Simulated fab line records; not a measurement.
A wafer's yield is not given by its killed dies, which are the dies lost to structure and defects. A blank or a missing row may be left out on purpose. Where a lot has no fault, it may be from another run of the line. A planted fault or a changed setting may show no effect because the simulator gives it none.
2 desks, one fault | flow gf180mcu | only its own numbers are on each desk; what lay behind them is given at the end

== THE TOOL OWNER'S DESK: lithoTrack-02 ==
The tool's own readings at GF_V3_DEVELOP_13 (develop time 60 s): means of the sampled wafers that have a number, for each lot that ran on this tool. If a lot's mean is further than 4 standard deviations from the usual mean, the lot is out of limits and carries the mark OUT (the distance appears in the brackets).
Columns: A = developerTempC at GF_V3_DEVELOP_13, usual 20.98 C
lot  | first seen here | A
L902 | day 25 02:41    | 18.88 (-22) OUT
L905 | day 26 09:24    | 18.89 (-22) OUT
Finding of this desk: L902, L905 out of limits; the first was L902 at day 25 02:41, on developerTempC at GF_V3_DEVELOP_13. In limits: none.

== THE METROLOGY DESK ==
What the gauges read for every lot (on any tool): the sampled wafers with a number, averaged. If a lot's mean is further than 4 standard deviations from the usual mean, the lot is out of limits and carries the mark OUT (the distance appears in the brackets).
Columns: A = M3_OVL at GF_M3_OVL_MEAS_15, usual 0 nm
lot  | first seen here | A
L894 | day 21 03:59    | -11
L895 | day 21 11:07    | 1
L896 | day 22 06:14    | 1
L897 | day 22 13:20    | -1
L898 | day 22 17:29    | -1
L902 | day 24 03:47    | -4
L905 | day 25 10:46    | 4
L907 | day 26 04:20    | -4
L908 | day 26 14:31    | -0
L911 | day 27 11:44    | -3
L912 | day 27 13:55    | -3
L913 | day 27 16:38    | 3
L914 | day 28 03:26    | -4
L915 | day 28 05:45    | 6
This desk found nothing out of limits on any of the 14 lots.

== ALL TOGETHER ==
The tool owner's desk could have raised an alarm at day 25 02:41, on L902, L905.
Nothing out of limits was seen by the metrology desk.
The metrology desk holds a record of L902, L905, inside its limits.
The lots listed all ran GF_V3_DEVELOP_13 on lithoTrack-02.

== WHAT THE SIMULATOR HAD PUT IN ==
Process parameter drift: lithoTrack-02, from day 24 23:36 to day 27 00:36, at GF_V3_DEVELOP_13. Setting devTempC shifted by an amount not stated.
Struck lots among those shown: L902, L905.
Hours from the fault's start to each desk's first reading out of limits: the tool owner's desk, 3.
